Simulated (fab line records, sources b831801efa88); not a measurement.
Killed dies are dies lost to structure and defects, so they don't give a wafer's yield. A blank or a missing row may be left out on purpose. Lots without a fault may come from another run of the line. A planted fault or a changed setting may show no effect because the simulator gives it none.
fab line records | flow sky130
record lots=5 wafers=15 last_day=50
route steps=708 shown POLY_GATE@229 LDD_N@237 PAD_OPEN@708
lots that met no fault: from a run of the same line without faults
start_h: hours from the record's first day to the start of the lot's first wafer shown | wait_h: hours since the lot's step before | " the same as in the row above | L1.1+2: a row that stands for several wafers | - no value, or no start given | * or withheld: withheld | < > ~ a bound
route shown NAME@n: a module of which the file shows steps, and the number in the route of the first | usual: mean/standard deviation of fault-free wafers | same: alike in all rows | chamber/n: place in a boat | sites: the reading at each site | _std_site: their standard deviation | _edge_site: outer sites' mean less inner sites' | radius_mm: how far each site lies from the wafer's centre | mask NAME#n: copy n | behind: the tool/chamber that last shaped the wafer | hold: why the lot was held/for how many hours/how that ended | device: the transistor (n, p or np) that didn't switch | end of line: the same wafers' tests at the end of the route | a step without rows: its recipe alone | killed: dies lost to structure and defects at the first sort, not the wafer's yield | map: a wafer's dies, x killed, . not, _ none there
set.NAME: the setting as run; set.NAME@STEP: as run at that earlier step | model.NAME: the simulator's own value behind a step, which no gauge read
lots at some steps of the route; a table a step, a row a wafer
services: from which hour (start_h, from the record's first day; less than 0 if before it) a tool's chamber was out of use, for how many hours, and why
## steps
# step SKY_POLY_GATE_ETCH_15
# recipe chemistry=N2/H2 target=BARC ion_energy_ev=200 source_w=500 bias_w=100 pressure_mtorr=30 n2_flow_sccm=100 h2_flow_sccm=200 stop_on=SiO2 time_s=118.5 target_depth_a=1100
# usual chamber_pressure_mTorr=29.999/0.026 drypump_motor_current_A=5.7/0.47 oes_product_au=0.716/0.0049 throttle_valve_pct=13.212/0.0085
# columns lot.wafer tool chamber start_h wait_h chamber_pressure_mTorr drypump_motor_current_A oes_product_au rf_hours_counter_h throttle_valve_pct
L982.2 rie_diel-01 0 363.77 0.0 29.993 6.4 0.712 6 13.196
L982.3 " 2 " " 29.959 5.4 0.712 93 13.211
L982.4 " 3 " " 29.950 5.0 0.721 8 13.213
L985.4 rie_diel-01 3 386.08 0.0 30.013 5.1 0.720 8 13.214
L985.5 " 1 " " 29.986 5.4 0.726 - 13.206
L985.6 " 2 " " 30.046 5.4 0.723 - 13.220
L986.3 rie_diel-04 1 395.87 0.0 29.993 5.9 0.711 36 13.214
L986.4 " 0 " " 30.002 6.4 0.721 0 13.216
L986.6 " 2 " " 29.975 5.9 0.712 - 13.209
L101.3 rie_diel-03 0 525.83 0.0 29.959 5.1 0.713 2 13.203
L101.4 " 3 " " 30.008 5.9 0.712 21 13.218
L101.5 " 3 " " 29.980 5.9 0.708 - 13.209
L104.2 rie_diel-04 0 556.06 0.0 30.006 6.4 0.711 3 13.206
L104.3 " 2 " " 29.968 6.0 0.724 82 13.226
L104.4 " 3 " " 29.998 5.7 0.710 38 13.201
# step SKY_POLY_GATE_ETCH_16
# recipe stop_on=poly-Si chemistry=CH3F/O2 target=Si3N4 source_w=400 bias_w=80 pressure_mtorr=25 ch3f_flow_sccm=40 O2_flow_sccm=30 time_s=147.5 target_depth_a=750
# usual O2_flow_sccm=30.01/0.091 chamber_pressure_mTorr=25.000/0.021 drypump_motor_current_A=5.7/0.47 oes_product_au=0.642/0.0051 throttle_valve_pct=10.535/0.009
# columns lot.wafer tool chamber start_h wait_h O2_flow_sccm chamber_pressure_mTorr drypump_motor_current_A oes_product_au rf_hours_counter_h throttle_valve_pct
L982.2 rie_diel-01 0 363.85 0.0 30.03 24.975 6.4 0.633 6 10.535
L982.3 " 2 " " 29.89 24.984 5.4 0.638 93 10.534
L982.4 " 3 " " 30.03 24.989 5.1 0.652 8 10.535
L985.4 rie_diel-01 3 386.17 0.0 30.05 24.990 5.0 0.651 8 10.532
L985.5 " 1 " " 30.19 24.999 5.3 0.646 - 10.542
L985.6 " 2 " " 29.90 24.983 5.4 0.645 - 10.520
L986.3 rie_diel-04 1 395.95 0.0 30.00 25.001 5.9 0.653 36 10.534
L986.4 " 0 " " 30.06 25.055 6.4 0.637 0 10.543
L986.6 " 2 " " 29.88 24.974 6.0 0.644 - 10.521
L101.3 rie_diel-03 0 525.92 0.0 30.00 25.012 5.1 0.644 2 10.530
L101.4 " 3 " " 30.13 24.979 5.9 0.633 21 10.548
L101.5 " 3 " " 30.03 24.982 5.9 0.640 - 10.529
L104.2 rie_diel-04 0 556.15 0.0 30.03 25.037 6.4 0.645 3 10.537
L104.3 " 2 " " 30.02 25.018 5.9 0.644 82 10.540
L104.4 " 3 " " 30.07 24.974 5.7 0.647 38 10.545
# step SKY_POLY_GATE_ETCH_17
# recipe target_depth_nm=180 stop_on=SiO2 over_etch_frac=0.56667 chemistry=HBr/Cl2 target=poly-Si icp_w=400 bias_w=100 pressure_mtorr=10 HBr_flow_sccm=150 Cl2_flow_sccm=50 time_s=70.5
# usual chamber_pressure_mTorr=10.001/0.0089 drypump_motor_current_A=5.6/0.49 oes_product_au=0.986/0.0072 throttle_valve_pct=33.685/0.0092
# columns lot.wafer tool chamber start_h wait_h chamber_pressure_mTorr drypump_motor_current_A oes_product_au rf_hours_counter_h throttle_valve_pct
L982.2 rie_si-02 1 363.95 0.0 9.992 6.1 0.993 68 33.677
L982.3 " 2 " " 9.996 5.6 0.973 3 33.691
L982.4 " 0 " " 9.997 5.3 0.998 4 33.690
L985.4 rie_si-01 2 386.27 0.0 10.006 5.8 0.983 54 33.681
L985.5 " 2 " " 10.006 5.8 0.985 - 33.691
L985.6 " 3 " " 10.002 6.0 0.986 - 33.705
L986.3 rie_si-02 1 396.05 0.0 10.014 6.1 0.980 69 33.689
L986.4 " 2 " " 9.981 5.6 0.974 3 33.688
L986.6 " 1 " " 9.982 6.0 0.975 - 33.697
L101.3 rie_si-01 3 526.02 0.0 10.004 6.0 0.968 1 33.693
L101.4 " 2 " " 10.004 5.8 0.988 0 33.676
L101.5 " 0 " " 10.013 4.9 0.981 - 33.687
L104.2 rie_si-02 0 556.25 0.0 10.005 5.3 0.997 5 33.688
L104.3 " 2 " " 9.996 5.5 0.984 4 33.673
L104.4 " 1 " " 9.991 6.1 0.997 0 33.694
# step SKY_POLY_GATE_STRIP_18
# recipe chemistry=O2/N2 power_w=1400 pressure_mtorr=1500 platen_temp_c=withheld o2_flow_sccm=3000 n2_flow_sccm=300 overash_fraction=0.5
# usual chamber_pressure_mTorr=1500.0/1.3 drypump_motor_current_A=6.0/0.4 oes_product_au=0.361/0.0047 strip_time_to_endpoint_s=3.16/0.035
# columns lot.wafer tool chamber start_h wait_h chamber_pressure_mTorr drypump_motor_current_A oes_product_au rf_hours_counter_h strip_time_to_endpoint_s
L982.2 plasma_asher-03 0 364.01 0.0 1500.5 6.4 0.358 67 3.22
L982.3 " 0 " " 1500.3 6.4 0.358 - 3.17
L982.4 " 1 " " 1498.6 6.0 0.357 - 3.11
L985.4 plasma_asher-03 1 386.35 0.1 1500.0 6.0 0.357 - 3.19
L985.5 " 0 " " 1498.2 6.4 0.359 - 3.22
L985.6 " 1 " " 1499.3 6.0 0.371 - 3.12
L986.3 plasma_asher-01 0 396.14 0.1 1500.3 6.4 0.356 - 3.09
L986.4 " 1 " " 1497.8 5.9 0.361 - 3.18
L986.6 " 1 " " 1501.6 5.9 0.355 - 3.16
L101.3 plasma_asher-03 1 526.10 0.1 1499.6 6.0 0.360 - 3.17
L101.4 " 0 " " 1499.9 6.4 0.364 - 3.23
L101.5 " 1 " " 1497.8 6.0 0.357 - 3.17
L104.2 plasma_asher-01 0 556.30 0.0 1500.0 6.4 0.356 86 3.14
L104.3 " 0 " " 1500.8 6.4 0.365 - 3.18
L104.4 " 1 " " 1499.0 5.9 0.368 - 3.23
# step SKY_POLY_GATE_CLEAN_19
# recipe chemistry=SC1/SC2 mix=1:4:20 temp_c=70 time_s=150 dry=n2_spin
# step SKY_POLY_GATE_OXIDATION_20
# recipe temp_c=850 ambient=O2 stabilise_s=600 purge_s=300 target_thk_a=40 ox_time_s=899
# step SKY_POLY_GATE_THK_MEAS_21
# recipe reads=SiO2_of_POLY_GATE_OXIDATION_20
# usual POLY_GATE_OXIDATION_THK=3.98/0.1
# columns lot.wafer tool chamber start_h wait_h POLY_GATE_OXIDATION_THK[nm]
L982.2 film_metro-01 - 365.42 0.0 4.01
L982.3 " - " " 4.03
L982.4 " - " " 3.96
L985.4 film_metro-02 - 388.40 0.0 4.05
L985.5 " - " " 4.10
L985.6 " - " " 4.14
L986.3 film_metro-01 - 397.90 0.0 4.07
L986.4 " - " " 4.02
L986.6 " - " " 4.00
L101.3 film_metro-04 - 527.49 0.0 4.17
L101.4 " - " " 4.13
L101.5 " - " " 4.08
L104.2 film_metro-04 - 558.56 0.0 3.93
L104.3 " - " " 3.95
L104.4 " - " " 3.96
# step SKY_POLY_GATE_CD_MEAS_22
# usual cd_nm=150.1/2.3
# columns lot.wafer tool chamber start_h wait_h cd_nm
L982.2 cd_sem-01 - 365.50 0.1 150.1
L982.3 " - " " 155.8
L982.4 " - " " 151.3
L985.4 cd_sem-01 - 388.52 0.1 149.2
L985.5 " - " " 149.1
L985.6 " - " " 150.9
L986.3 cd_sem-02 - 398.00 0.1 146.9
L986.4 " - " " 146.6
L986.6 " - " " 149.8
L101.3 cd_sem-02 - 527.81 0.3 152.8
L101.4 " - " " 152.8
L101.5 " - " " 149.5
L104.2 cd_sem-01 - 558.64 0.1 146.3
L104.3 " - " " 150.6
L104.4 " - " " 150.1
# step SKY_LDD_N_DEHYDRATE_00
# recipe temp_c=200 time_s=60
# step SKY_LDD_N_HMDS_01
# recipe prime_time_s=60 prime_temp_c=120
# step SKY_LDD_N_COAT_02
# recipe resist=NOVOLAK spin_rpm=3000 resist_thk_nm=300
# step SKY_LDD_N_SOFTBAKE_03
# recipe temp_c=90 time_s=60 resist=NOVOLAK
# step SKY_LDD_N_EXPOSE_04
# recipe mask_id=NTM target_cd_nm=840 na=0.6 source_shape=conventional sigma_outer=0.6 dose_mj=110
# columns lot.wafer tool chamber start_h wait_h mask
L982.2+3+4 iline_stepper-01 0 378.95 - NTM#0
L985.4+5+6 iline_stepper-02 0 402.76 - NTM#0
L986.3+4+6 iline_stepper-01 0 413.28 - NTM#0
L101.3+4+5 iline_stepper-02 0 543.33 - NTM_R1#0
L104.2+3+4 iline_stepper-02 0 574.13 - NTM#0
# step SKY_LDD_N_PEB_05
# recipe temp_c=withheld time_s=* resist=NOVOLAK
# step SKY_PAD_OPEN_PROBE_99
# usual killed_at_M0_to_M3=44/7.1 killed_at_M4_up=3.3/1.8 killed_at_contacts=24/5.1 killed_at_front_end=16/4.7 killed_at_other=0.3/0.52 killed_dies=87/9.7 killed_open=47/6.8 killed_short=39/6.7
# same gross_dies=492 killed_at_back_side=0
# columns lot.wafer tool chamber start_h wait_h killed_at_M0_to_M3 killed_at_M4_up killed_at_contacts killed_at_front_end killed_at_other killed_dies killed_open killed_short
L982.2 prober-01 - 1071.28 0.1 41 5 27 15 0 88 61 26
L982.3 prober-01 - 1071.33 0.2 53 5 29 15 0 102 60 42
L982.4 prober-01 - 1071.38 0.2 53 4 33 11 0 101 56 44
L985.4 prober-01 - 1089.39 0.2 39 2 24 13 1 79 41 38
L985.5 prober-01 - 1089.44 0.2 46 7 22 15 0 90 49 40
L985.6 prober-01 - 1089.49 0.2 48 5 23 16 0 92 48 44
L986.3 prober-02 - 1097.93 0.2 48 0 18 21 1 88 45 43
L986.4 prober-02 - 1097.98 0.2 36 3 25 15 1 80 42 37
L986.6 prober-02 - 1098.08 0.2 44 3 24 16 0 87 51 36
L101.3 prober-01 - 1175.94 0.2 40 0 37 16 1 94 50 44
L101.4 prober-01 - 1175.99 0.2 32 3 26 10 0 71 46 25
L101.5 prober-01 - 1176.04 0.2 37 3 20 19 0 79 42 37
L104.2 prober-02 - 1192.22 0.1 40 1 38 17 1 97 57 39
L104.3 prober-02 - 1192.27 0.2 43 1 28 11 1 84 41 42
L104.4 prober-02 - 1192.32 0.2 31 1 25 13 2 72 44 26
# killed by level:class
L982.2 CONTACT:geometric_particle:open=15 VIA2:geometric_particle:open=9 VIA1:geometric_particle:open=8 VIA3:geometric_particle:open=7 FIELD_ISO:geometric_particle:open=5 SPACER:geometric_particle:open=4 METAL2:geometric_particle:short=4 METAL1:geometric_particle:short=4
L982.3 VIA1:geometric_particle:open=16 LI_CONTACT:geometric_particle:open=12 CONTACT:geometric_particle:open=9 METAL2:geometric_particle:short=8 VIA2:geometric_particle:open=7 VIA1:geometric_particle:short=6 METAL1:geometric_particle:short=5 VIA3:geometric_particle:open=5
L982.4 LI_CONTACT:geometric_particle:open=14 CONTACT:geometric_particle:open=11 METAL2:geometric_particle:short=9 VIA1:geometric_particle:open=7 VIA2:geometric_particle:open=7 VIA2:geometric_particle:short=6 FIELD_ISO:geometric_particle:short=4 FIELD_ISO:geometric_particle:open=4
L985.4 CONTACT:geometric_particle:open=9 METAL2:geometric_particle:short=9 CONTACT:geometric_particle:short=8 METAL1:geometric_particle:short=6 VIA2:geometric_particle:open=6 POLY_GATE:geometric_particle:open=4 LI_CONTACT:geometric_particle:open=4 VIA1:geometric_particle:open=4
L985.5 LI_CONTACT:geometric_particle:open=8 VIA1:geometric_particle:open=8 VIA3:geometric_particle:open=8 VIA2:geometric_particle:open=8 CONTACT:geometric_particle:open=6 VIA1:geometric_particle:short=6 METAL1:geometric_particle:short=5 FIELD_ISO:geometric_particle:short=4
L985.6 VIA1:geometric_particle:open=10 VIA2:geometric_particle:open=9 METAL2:geometric_particle:short=7 VIA3:geometric_particle:open=7 LI_CONTACT:geometric_particle:open=6 FIELD_ISO:geometric_particle:open=5 LI_CONTACT:geometric_particle:short=5 CONTACT:geometric_particle:short=5
L986.3 VIA1:geometric_particle:open=10 VIA2:geometric_particle:open=8 VIA3:geometric_particle:open=7 METAL1:geometric_particle:short=6 LOCAL_INTERCONNECT:geometric_particle:short=5 POLY_GATE:geometric_particle:open=5 POLY_GATE:geometric_particle:short=5 LI_CONTACT:geometric_particle:open=5
L986.4 VIA1:geometric_particle:open=7 VIA3:geometric_particle:open=6 CONTACT:geometric_particle:open=6 CONTACT:geometric_particle:short=6 METAL1:geometric_particle:short=6 FIELD_ISO:geometric_particle:open=5 LI_CONTACT:geometric_particle:open=5 LI_CONTACT:geometric_particle:short=5
L986.6 CONTACT:geometric_particle:open=10 METAL2:geometric_particle:short=9 VIA3:geometric_particle:open=9 VIA2:geometric_particle:open=8 VIA1:geometric_particle:open=6 FIELD_ISO:geometric_particle:open=5 LOCAL_INTERCONNECT:geometric_particle:short=5 LI_CONTACT:geometric_particle:open=4
L101.3 CONTACT:geometric_particle:open=17 LI_CONTACT:geometric_particle:open=8 METAL1:geometric_particle:short=6 VIA1:geometric_particle:open=6 VIA1:geometric_particle:short=6 METAL2:geometric_particle:short=6 FIELD_ISO:geometric_particle:open=5 LI_CONTACT:geometric_particle:short=5
L101.4 CONTACT:geometric_particle:open=12 VIA1:geometric_particle:short=8 LI_CONTACT:geometric_particle:open=7 VIA3:geometric_particle:open=6 VIA1:geometric_particle:open=5 CONTACT:geometric_particle:short=3 POLY_GATE:geometric_particle:open=3 LOCAL_INTERCONNECT:geometric_particle:short=3
L101.5 CONTACT:geometric_particle:open=9 VIA1:geometric_particle:open=8 FIELD_ISO:geometric_particle:short=6 VIA3:geometric_particle:open=6 POLY_GATE:geometric_particle:short=5 LI_CONTACT:geometric_particle:open=5 FIELD_ISO:geometric_particle:open=4 VIA2:geometric_particle:open=4
L104.2 CONTACT:geometric_particle:open=15 VIA3:geometric_particle:open=9 LI_CONTACT:geometric_particle:open=8 VIA1:geometric_particle:open=8 LOCAL_INTERCONNECT:geometric_particle:short=6 FIELD_ISO:geometric_particle:short=5 POLY_GATE:geometric_particle:short=5 CONTACT:geometric_particle:short=5
L104.3 CONTACT:geometric_particle:open=11 METAL3:geometric_particle:short=8 VIA1:geometric_particle:open=8 METAL2:geometric_particle:short=7 LI_CONTACT:geometric_particle:open=6 FIELD_ISO:geometric_particle:open=4 LI_CONTACT:geometric_particle:short=4 LOCAL_INTERCONNECT:geometric_particle:short=4
L104.4 CONTACT:geometric_particle:open=11 VIA1:geometric_particle:open=8 VIA2:geometric_particle:open=7 FIELD_ISO:geometric_particle:open=6 LOCAL_INTERCONNECT:geometric_particle:short=5 VIA3:geometric_particle:open=5 LI_CONTACT:geometric_particle:open=4 CONTACT:geometric_particle:short=4
## services
# columns tool chamber start_h hours kind
rie_diel-04 1 344.45 12.6 repair
plasma_asher-03 - 348.15 7.2 repair
rie_diel-01 0 350.68 11.2 repair
rie_diel-04 3 355.25 12.6 repair
iline_stepper-02 - 363.22 1.7 pm
iline_stepper-02 - 387.04 4.9 repair
plasma_asher-03 - 403.94 1.8 repair
rie_diel-01 3 406.16 7.1 repair
rie_diel-01 0 407.09 8.8 repair
plasma_asher-03 - 421.25 9.0 pm
rie_diel-04 - 425.43 1.2 repair
rie_si-02 - 472.73 1.5 repair
iline_stepper-02 - 481.19 4.4 pm
rie_diel-01 1 490.07 1.3 repair
rie_diel-01 - 497.93 2.8 pm
rie_diel-04 0 498.26 17.6 repair
rie_diel-01 2 507.43 7.2 repair
rie_diel-04 1 523.77 17.8 repair
rie_diel-01 0 525.04 7.7 repair
rie_diel-04 - 530.10 0.6 repair
rie_diel-01 3 545.20 2.7 repair
rie_diel-01 0 558.89 25.0 repair
rie_diel-04 3 559.04 4.5 repair
rie_diel-01 3 570.65 4.5 repair
## key
first_sign step=SKY_LDD_N_EXPOSE_04 reading=mask direction=changed
effect none on later readings
met_at SKY_LDD_N_EXPOSE_04
struck_wafers L101.3,L101.4,L101.5
tester_left_out L101
onset_between 402.76 543.33
fault kind=wrong_mask tool=any chamber=- onset_h=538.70 steps=SKY_LDD_N_EXPOSE_04 aux_copy=NTM_R1#0 cd_offset_nm=-101 scope=struck_lots_only
# tester_left_out: of these lots the tester's yield and bins aren't shown, on N5 and GAA mostly nor the transistor test; their killed dies are dies lost to structure and defects alone, not to doping, threshold or leakage, so they don't give the yield
